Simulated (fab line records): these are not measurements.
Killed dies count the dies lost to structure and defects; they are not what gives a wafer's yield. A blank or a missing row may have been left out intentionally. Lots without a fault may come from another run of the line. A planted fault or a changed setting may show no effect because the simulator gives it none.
Which of the tools did it? || flow gf180mcu || 13 lots with 39 wafers sampled at 3 steps, on a route of 602 steps

WHAT THE GAUGES READ, wafer by wafer
GF_STI_CD_MEAS_12 targets a cd of 220 nm.
{"lot": "L815", "measured": "day 2 05:56", "on": "cdSem-01", "cdNm (nm)": "219.8 218.7 218.1"}
{"lot": "L816", "measured": "day 2 06:11", "on": "cdSem-02", "cdNm (nm)": "218.5 218.3 218.9"}
{"lot": "L818", "measured": "day 2 16:25", "on": "cdSem-01", "cdNm (nm)": "223.7 224.2 223.6"}
{"lot": "L823", "measured": "day 3 18:06", "on": "cdSem-02", "cdNm (nm)": "219.3 220.7 219.2"}
{"lot": "L824", "measured": "day 4 00:37", "on": "cdSem-02", "cdNm (nm)": "222.1 220.8 219.8"}
{"lot": "L827", "measured": "day 4 18:45", "on": "cdSem-01", "cdNm (nm)": "219.7 219.4 219.6"}
{"lot": "L829", "measured": "day 5 06:25", "on": "cdSem-02", "cdNm (nm)": "221.5 221.1 220.3"}
{"lot": "L830", "measured": "day 5 06:50", "on": "cdSem-02", "cdNm (nm)": "219.8 220.1 219.1"}
{"lot": "L832", "measured": "day 5 16:24", "on": "cdSem-01", "cdNm (nm)": "219.6 220.8 221.2"}
{"lot": "L833", "measured": "day 5 21:59", "on": "cdSem-01", "cdNm (nm)": "219.0 219.8 219.2"}
{"lot": "L834", "measured": "day 6 02:40", "on": "cdSem-01", "cdNm (nm)": "221.2 222.0 221.5"}
{"lot": "L837", "measured": "day 6 20:18", "on": "cdSem-01", "cdNm (nm)": "222.9 221.2 221.1"}
{"lot": "L838", "measured": "day 7 03:24", "on": "cdSem-01", "cdNm (nm)": "218.1 218.2 218.4"}

GF_MVSD_OVL_MEAS_07.
{"lot": "L815", "measured": "day 4 14:10", "on": "overlay-02", "MVSD_OVL (nm)": "-1.3 -1.6 -0.5"}
{"lot": "L816", "measured": "day 4 15:28", "on": "overlay-02", "MVSD_OVL (nm)": "-0.2 -4.2 -1.7"}
{"lot": "L818", "measured": "day 5 02:17", "on": "overlay-02", "MVSD_OVL (nm)": "0.2 -2.3 -1.8"}
{"lot": "L823", "measured": "day 6 08:31", "on": "overlay-02", "MVSD_OVL (nm)": "0.2 0.5 1.1"}
{"lot": "L824", "measured": "day 6 21:16", "on": "overlay-02", "MVSD_OVL (nm)": "-2.8 -1.5 -2.1"}
{"lot": "L827", "measured": "day 7 12:26", "on": "overlay-01", "MVSD_OVL (nm)": "0.4 -0.6 0.2"}
{"lot": "L829", "measured": "day 7 23:33", "on": "overlay-02", "MVSD_OVL (nm)": "-4.7 -4.8 -4.3"}
{"lot": "L830", "measured": "day 7 23:54", "on": "overlay-02", "MVSD_OVL (nm)": "-1.7 -3.0 -0.6"}
{"lot": "L832", "measured": "day 8 09:06", "on": "overlay-02", "MVSD_OVL (nm)": "-1.9 -1.1 -1.4"}
{"lot": "L833", "measured": "day 8 18:53", "on": "overlay-01", "MVSD_OVL (nm)": "-0.7 -1.7 1.1"}
{"lot": "L834", "measured": "day 9 05:20", "on": "overlay-01", "MVSD_OVL (nm)": "-0.4 0.4 -0.1"}
{"lot": "L837", "measured": "day 9 21:22", "on": "overlay-02", "MVSD_OVL (nm)": "-1.0 -1.1 -0.4"}
{"lot": "L838", "measured": "day 10 12:49", "on": "overlay-02", "MVSD_OVL (nm)": "-1.3 -4.1 -2.2"}

WHICH TOOL RAN EACH LOT (tool, then ch and the chambers of the sampled wafers, then the start)
{"lot": "L815", "GF_LVPWELL_EXPOSE_04": "ilineStepper-01 ch 0, day 3 18:55"}
{"lot": "L816", "GF_LVPWELL_EXPOSE_04": "ilineStepper-01 ch 0, day 3 20:09"}
{"lot": "L818", "GF_LVPWELL_EXPOSE_04": "ilineStepper-02 ch 0, day 4 06:23"}
{"lot": "L823", "GF_LVPWELL_EXPOSE_04": "ilineStepper-02 ch 0, day 5 10:52"}
{"lot": "L824", "GF_LVPWELL_EXPOSE_04": "ilineStepper-02 ch 0, day 5 23:31"}
{"lot": "L827", "GF_LVPWELL_EXPOSE_04": "ilineStepper-02 ch 0, day 6 13:55"}
{"lot": "L829", "GF_LVPWELL_EXPOSE_04": "ilineStepper-01 ch 0, day 7 00:37"}
{"lot": "L830", "GF_LVPWELL_EXPOSE_04": "ilineStepper-01 ch 0, day 7 00:44"}
{"lot": "L832", "GF_LVPWELL_EXPOSE_04": "ilineStepper-01 ch 0, day 7 10:12"}
{"lot": "L833", "GF_LVPWELL_EXPOSE_04": "ilineStepper-01 ch 0, day 7 19:41"}
{"lot": "L834", "GF_LVPWELL_EXPOSE_04": "ilineStepper-01 ch 0, day 8 04:45"}
{"lot": "L837", "GF_LVPWELL_EXPOSE_04": "ilineStepper-01 ch 0, day 8 20:00"}
{"lot": "L838", "GF_LVPWELL_EXPOSE_04": "ilineStepper-01 ch 0, day 9 09:54"}
- GF_LVPWELL_EXPOSE_04: exposes mask LVPWELL, target cd 600 nm.

AS READ BY THE TOOLS THEMSELVES (means over the sampled wafers that have a number; for cases with no such wafer, the mark the record gives instead)
GF_LVPWELL_EXPOSE_04.
{"lot": "L815", "tool": "ilineStepper-01", "exposureDoseMJCm2": 259.73}
{"lot": "L816", "tool": "ilineStepper-01", "exposureDoseMJCm2": 260.22}
{"lot": "L818", "tool": "ilineStepper-02", "exposureDoseMJCm2": 259.90}
{"lot": "L823", "tool": "ilineStepper-02", "exposureDoseMJCm2": 260.15}
{"lot": "L824", "tool": "ilineStepper-02", "exposureDoseMJCm2": 268.94}
{"lot": "L827", "tool": "ilineStepper-02", "exposureDoseMJCm2": 268.72}
{"lot": "L829", "tool": "ilineStepper-01", "exposureDoseMJCm2": 259.86}
{"lot": "L830", "tool": "ilineStepper-01", "exposureDoseMJCm2": 259.90}
{"lot": "L832", "tool": "ilineStepper-01", "exposureDoseMJCm2": 260.10}
{"lot": "L833", "tool": "ilineStepper-01", "exposureDoseMJCm2": 260.56}
{"lot": "L834", "tool": "ilineStepper-01", "exposureDoseMJCm2": 260.05}
{"lot": "L837", "tool": "ilineStepper-01", "exposureDoseMJCm2": 260.04}
{"lot": "L838", "tool": "ilineStepper-01", "exposureDoseMJCm2": 260.61}

THE ANSWER, worked out from the rows above alone
Rule: the usual values come from the lots themselves. The widest of any qualifying gaps counts: lots, ordered by their means at a reading, are off when they make up no more than a third of the lots, leave a main group of 4 or more, and stand apart from it by 3 or more times the standard deviation of that group's means. The tables above print the reading to a certain number of digits; a main group whose means all agree to those digits is not used. A lot without any number at a reading at which 4 lots or more have one is off too. Where the step has rows for the other lots, those lots are counted as sound. After the gauges, taken in route order, come the tools' own readings; for these a lot's mean is taken, as printed above. At the first step where some lot is off, the reading lying furthest off is the one used; lots without a number count as furthest.
Off: L824, L827, at GF_LVPWELL_EXPOSE_04 (exposureDoseMJCm2). The main group has a mean of 260.10 with a standard deviation of 0.26.
A tool fits if, at that step or a process step before it, it ran every lot that is off, and no sound lot after the first of them. One fits: GF_LVPWELL_EXPOSE_04 on ilineStepper-02. A fault onset in the window from L823 (day 5 10:52, its last sound lot) to L824 (day 5 23:31, its first lot off) fits.
The tool's own readings at GF_LVPWELL_EXPOSE_04 bear it out: on the lots that are off they differ by more than 5 times the standard deviation of the sound lots' means. exposureDoseMJCm2 reads 268.83 there against 260.10 on the sound lots.

WHAT THE SIMULATOR HAD PUT IN
Process parameter drift: ilineStepper-02, from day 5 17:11 on, at GF_LVPWELL_EXPOSE_04. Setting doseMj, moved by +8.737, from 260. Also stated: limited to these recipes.
Struck lots among those shown: L824, L827. The rule given above showed the same thing.
